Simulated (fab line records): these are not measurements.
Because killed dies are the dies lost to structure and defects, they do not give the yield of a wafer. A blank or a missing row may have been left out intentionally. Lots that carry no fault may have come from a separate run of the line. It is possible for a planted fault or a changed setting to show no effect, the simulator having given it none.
A single fault, viewed from 2 desks    flow gf180mcu    numbers are kept per desk, each desk with only its own; the story behind them comes last

TOOL OWNER'S DESK, litho track-01
The tool's own readings at GF_NSD_COAT_02 (resist thk 1000 nm): means of the sampled wafers that have a number, for each lot that ran on this tool. Marked OUT: a lot whose mean sits more than 4 standard deviations from the usual mean, which makes it out of limits; the brackets give that distance.
Columns: A = dispense pressure kPa at GF_NSD_COAT_02, usual 46 kPa; B = exhaust pa at GF_NSD_COAT_02, usual 45.2 Pa; C = spin speed rpm at GF_NSD_COAT_02, usual 2999.9 rpm
lot   first seen here  A   B     C
L337  day 13 21:25     43  45.4  3001.0
L341  day 15 09:12     43  43.7  2997.7
L342  day 15 17:04     43  45.2  3002.0
L344  day 16 13:27     43  45.3  3059.8 (+27) OUT
L347  day 17 10:57     43  45.3  3059.1 (+27) OUT
L349  day 17 22:42     43  45.2  3058.7 (+27) OUT
This desk's finding: out of limits on L344, L347, L349; first on L344, day 16 13:27 (spin speed rpm at GF_NSD_COAT_02). In limits: L337, L341, L342.

THE METROLOGY DESK
Lot by lot, what the gauges showed, no matter which tool ran the lot: averages of those sampled wafers that carry a number. Marked OUT: a lot whose mean sits more than 4 standard deviations from the usual mean, which makes it out of limits; the brackets give that distance.
Columns: A = cd nm at GF_HV_LDD_CD_MEAS_19, usual 399.8 nm; B = PSD_OVL at GF_PSD_OVL_MEAS_08, usual -1.2 nm
lot   first seen here  A      B
L335  day 11 08:13     402.8  -0.6
L337  day 11 15:30     400.7  -2.0
L338  day 12 00:02     402.0  -3.2
L341  day 13 01:29     401.7  -1.3
L342  day 13 07:37     397.9  -0.0
L344  day 14 03:01     398.9  -1.5
L346  day 14 10:15     397.0  -1.0
L347  day 15 00:05     397.5  0.1
L349  day 15 09:56     397.5  -1.5
L355  day 18 01:58     396.5  -0.7
L356  day 18 04:34     400.3  -0.8
L357  day 18 06:10     400.5  -3.0
Finding of this desk: none of the 12 lots has anything out of limits.

BROUGHT TOGETHER
The tool owner's desk had the chance to raise an alarm at day 16 13:27 on L344, L347, L349.
From the metrology desk's view, nothing was out of limits.
The metrology desk holds a record of L344, L347, L349, inside its limits.
The lots listed all ran GF_NSD_COAT_02 on litho track-01.

WHAT THE SIMULATOR PUT IN
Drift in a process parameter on litho track-01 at GF_NSD_COAT_02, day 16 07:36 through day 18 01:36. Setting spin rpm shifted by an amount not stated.
Struck lots among those shown: L344, L347, L349.
Hours from the fault's start to each desk's first reading out of limits: the tool owner's desk, 6.
